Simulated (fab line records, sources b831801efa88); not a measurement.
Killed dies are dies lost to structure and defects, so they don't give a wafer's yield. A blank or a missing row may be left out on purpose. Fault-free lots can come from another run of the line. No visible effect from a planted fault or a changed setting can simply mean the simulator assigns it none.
Split-lot trial	flow sky130	23 wafers read from 5 lots, route of 708 steps

THE SPLIT ITSELF
At SKY_SONOS_ONO_CVD_04 (deposits SiO2 from SiH4/N2O, target thk 5.7199 nm), the setting temp_c was moved away from the recipe's 900 C on 10 of the 23 wafers read, by -2.1% to -1.4%. The other wafers ran this setting at the recipe's value.

The file shows no step between the split and the reading.

THE READING
SONOS_ONO_CVD_04_THK in nanometres, read at SKY_SONOS_ONO_THK_MEAS_05. On this fab line, fault-free wafers typically give 5.65 nm with a standard deviation of 0.094 nm.

wafer	tool, chamber at the split	temp_c as run, C	against the recipe	SONOS_ONO_CVD_04_THK, nm	against lot-mates on the recipe
L077.1	-, -	887.1	-1.4%	4.57	no lot-mate on the recipe
L077.2	-, -	887.1	-1.4%	4.57	no lot-mate on the recipe
L077.3	-, -	887.1	-1.4%	4.53	no lot-mate on the recipe
L077.5	-, -	887.1	-1.4%	4.56	no lot-mate on the recipe
L077.6	-, -	887.1	-1.4%	4.52	no lot-mate on the recipe
L080.2	lpcvd-03, 0	900	recipe	5.62	-
L080.4	lpcvd-03, 0	900	recipe	5.65	-
L080.5	lpcvd-03, 0	900	recipe	5.72	-
L082.1	-, -	880.9	-2.1%	4.05	no lot-mate on the recipe
L082.3	-, -	880.9	-2.1%	4.16	no lot-mate on the recipe
L082.4	-, -	880.9	-2.1%	4.16	no lot-mate on the recipe
L082.5	-, -	880.9	-2.1%	4.23	no lot-mate on the recipe
L082.6	-, -	880.9	-2.1%	4.22	no lot-mate on the recipe
L084.1	-, -	900	recipe	5.62	-
L084.2	-, -	900	recipe	5.62	-
L084.3	-, -	900	recipe	5.70	-
L084.5	-, -	900	recipe	5.64	-
L084.6	-, -	900	recipe	5.62	-
L085.1	-, -	900	recipe	5.53	-
L085.2	-, -	900	recipe	5.56	-
L085.3	-, -	900	recipe	5.55	-
L085.4	-, -	900	recipe	5.58	-
L085.5	-, -	900	recipe	5.72	-

FIT RESULTS
A straight line over all 23 wafers: SONOS_ONO_CVD_04_THK changes by +0.704 nm for each +1% of temp_c; r = +1.00; the points scatter about the line by 0.067 nm.
Too few moved wafers with a lot-mate on the recipe to fit a line net of each lot's own level.

THE WHOLE CHAIN: every reading that the file lists as answering this split, in the file's order
step	what it does	reading	change (the file's fit)	r (the file's)
SKY_SONOS_ONO_CVD_04	deposits SiO2 from SiH4/N2O, target thk 5.7199 nm	SiO2_of_SONOS_ONO_CVD_04.thk_nm (the simulator's own value, which no gauge read)	+0.702 nm for each +1% of the setting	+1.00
SKY_SONOS_ONO_THK_MEAS_05		SONOS_ONO_CVD_04_THK	+0.705 for each +1% of the setting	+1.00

THE FILE'S OWN FIT
SONOS_ONO_CVD_04_THK changes by +0.705 nm for each +1% of temp_c, r = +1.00.
